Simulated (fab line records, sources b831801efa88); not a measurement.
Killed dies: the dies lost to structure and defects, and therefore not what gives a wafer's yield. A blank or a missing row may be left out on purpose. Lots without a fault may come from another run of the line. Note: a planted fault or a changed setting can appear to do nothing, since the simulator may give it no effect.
The tool behind it: which one? || flow gf180mcu || 33 wafers from 11 lots sampled at 3 of the route's 602 steps

WHAT THE GAUGES READ, wafer by wafer
GF_M4_OVL_MEAS_15.
{"lot": "L366", "measured": "day 23 08:43", "on": "overlay-02", "M4_OVL (nm)": "1 3 2"}
{"lot": "L367", "measured": "day 24 00:46", "on": "overlay-02", "M4_OVL (nm)": "4 6 3"}
{"lot": "L369", "measured": "day 24 17:01", "on": "overlay-01", "M4_OVL (nm)": "-4 -8 -11"}
{"lot": "L370", "measured": "day 25 07:45", "on": "overlay-01", "M4_OVL (nm)": "4 5 1"}
{"lot": "L372", "measured": "day 25 15:21", "on": "overlay-01", "M4_OVL (nm)": "-6 -4 -8"}
{"lot": "L373", "measured": "day 25 23:22", "on": "overlay-02", "M4_OVL (nm)": "-1 2 0"}
{"lot": "L376", "measured": "day 27 00:28", "on": "overlay-01", "M4_OVL (nm)": "-5 -2 -2"}
{"lot": "L378", "measured": "day 27 12:13", "on": "overlay-01", "M4_OVL (nm)": "-1 -2 0"}
{"lot": "L380", "measured": "day 28 08:40", "on": "overlay-02", "M4_OVL (nm)": "11 3 11"}
{"lot": "L384", "measured": "day 29 08:07", "on": "overlay-01", "M4_OVL (nm)": "0 -7 0"}
{"lot": "L385", "measured": "day 29 17:05", "on": "overlay-02", "M4_OVL (nm)": "5 10 8"}

WHICH TOOL RAN EACH LOT (tool, then ch and the chambers of the sampled wafers, then the start)
{"lot": "L366", "GF_M4_SPUTTER_03": "pvd_sputter-02, day 22 09:06", "GF_M4_COAT_09": "litho_track-04 ch 0, day 22 20:51"}
{"lot": "L367", "GF_M4_SPUTTER_03": "pvd_sputter-02, day 23 02:22", "GF_M4_COAT_09": "litho_track-02 ch 0, day 23 13:05"}
{"lot": "L369", "GF_M4_SPUTTER_03": "pvd_sputter-01, day 23 18:37", "GF_M4_COAT_09": "litho_track-04 ch 0, day 24 05:42"}
{"lot": "L370", "GF_M4_SPUTTER_03": "pvd_sputter-02, day 24 09:34", "GF_M4_COAT_09": "litho_track-02 ch 0, day 24 20:21"}
{"lot": "L372", "GF_M4_SPUTTER_03": "pvd_sputter-02, day 24 17:52", "GF_M4_COAT_09": "litho_track-01 ch 0, day 25 04:32"}
{"lot": "L373", "GF_M4_SPUTTER_03": "pvd_sputter-02, day 25 02:10", "GF_M4_COAT_09": "litho_track-01 ch 0, day 25 12:27"}
{"lot": "L376", "GF_M4_SPUTTER_03": "pvd_sputter-01, day 26 03:01", "GF_M4_COAT_09": "litho_track-02 ch 0, day 26 13:38"}
{"lot": "L378", "GF_M4_SPUTTER_03": "pvd_sputter-03, day 26 15:46", "GF_M4_COAT_09": "litho_track-02 ch 0, day 27 01:50"}
{"lot": "L380", "GF_M4_SPUTTER_03": "pvd_sputter-03, day 27 12:46", "GF_M4_COAT_09": "litho_track-02 ch 0, day 27 23:02"}
{"lot": "L384", "GF_M4_SPUTTER_03": "pvd_sputter-02, day 28 13:01", "GF_M4_COAT_09": "litho_track-04 ch 0, day 28 22:31"}
{"lot": "L385", "GF_M4_SPUTTER_03": "pvd_sputter-02, day 28 21:37", "GF_M4_COAT_09": "litho_track-01 ch 0, day 29 07:06"}
- GF_M4_SPUTTER_03: material Ti, target thk 10 nm, time 6.7 s.
- GF_M4_COAT_09: resist thk 1000 nm.

THE ANSWER, worked out from the rows above alone
Rule: what is usual is taken from the lots themselves. Put in order of their means at a reading, lots are off if they are a third of the lots or fewer, leave a main group of 4 or more, and stand apart from it by a gap of 3 or more times the standard deviation of the main group's means; of several such gaps the widest counts. A main group is skipped when, at the precision printed for the reading in the tables above, its means are all equal. A lot without any number at a reading at which 4 lots or more have one is off too. Where the step has rows for the other lots, those lots are counted as sound.
None of the lots is off at any reading shown; this tells nothing.

WHAT THE SIMULATOR HAD INSERTED
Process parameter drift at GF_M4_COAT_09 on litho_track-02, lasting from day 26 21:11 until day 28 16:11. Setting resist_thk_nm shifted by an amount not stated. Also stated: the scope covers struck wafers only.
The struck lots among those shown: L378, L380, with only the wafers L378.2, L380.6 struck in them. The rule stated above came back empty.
